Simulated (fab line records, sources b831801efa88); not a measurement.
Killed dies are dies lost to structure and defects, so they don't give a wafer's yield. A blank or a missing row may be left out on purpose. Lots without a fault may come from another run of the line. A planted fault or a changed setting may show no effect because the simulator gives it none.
Problem report in the 8D (eight disciplines) form, filled by code | flow sfq_line | the parts of the form that need people (team, actions taken, sign-off) are left out

1. THE PROBLEM
chamber_pressure_pa at SFQ_TRILAYER_L0_DEP_SPUTTER_003 reads a mean of 0.4572 Pa on 6 wafers of 2 lots; wafers without a fault read 0.3999 Pa with a standard deviation of 0.00074. That is +77 standard deviations from the usual mean.
The step: material MoNx KI, target thk 40 nm, time 100 s.
First seen on wafer L101.1, day 4 00:29, on pvd_sputter-05. The record holds 42 wafers of 14 lots with a number at this step. Rule for "out", or "out of limits": more than 4 standard deviations from the usual mean. The other wafers with a number count as sound.

2. WHAT IT IS AND WHAT IT IS NOT
question                    | is                     | is not
which readings at this step | chamber_pressure_pa    | -
which lots                  | L101, L107             | L100, L102, L108, L111, L990, L991, L992, L993, L994, L995, L996, L997
which wafers of those lots  | all that have a number | -
read on which tools         | pvd_sputter-05         | pvd_sputter-04, pvd_sputter-06
when                        | from day 4 00:29       | up to then (27 sound wafers); but 9 sound wafers of L102, L108, L111 came after

3. SUSPECTS, AND WHAT RULES EACH OUT
Counting: a tool at a process step up to the reading stays a suspect if it ran every lot that is out and no sound lot after the first of them.
- pvd_sputter-05 at SFQ_TRILAYER_L0_DEP_SPUTTER_003 (material MoNx KI, target thk 40 nm, time 100 s): kept. It ran every lot that is out, first L101 (day 4 00:29), and no sound lot after that; its last sound lot up to then is L100 (day 3 19:29). Its own readings are out on those wafers: chamber_pressure_pa.
Left after counting: pvd_sputter-05 at SFQ_TRILAYER_L0_DEP_SPUTTER_003.

4. THE CAUSE (what the simulator had put in)
Process parameter drift: pvd_sputter-05, from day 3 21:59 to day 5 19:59, at SFQ_TRILAYER_L0_DEP_SPUTTER_003. Setting chamber_pressure_pa, moved by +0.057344, from 0.4. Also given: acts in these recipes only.
Counting left only this tool.

5. THE CHAIN OF EFFECTS, in route order
Each row: a reading whose mean over the struck wafers that have a number lies more than 3 standard deviations from the usual. Only readings for which the record gives a usual standard deviation are gone through. hours: the time from each lot's start at the first step in this table that gives one to its start at this step, as a median over the lots. sigmas: the change in usual standard deviations.
hours | step                            | reading             | usual     | on struck wafers | change  | sigmas
0     | SFQ_TRILAYER_L0_DEP_SPUTTER_003 | chamber_pressure_pa | 0.3999 Pa | 0.4572           | +0.0573 | +77
The process steps in it:
- SFQ_TRILAYER_L0_DEP_SPUTTER_003: material MoNx KI, target thk 40 nm, time 100 s.

6. WHAT WOULD HAVE CAUGHT IT SOONER
In this record the first reading out of limits was taken at day 4 00:29, 2 hours after the fault began at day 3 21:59.
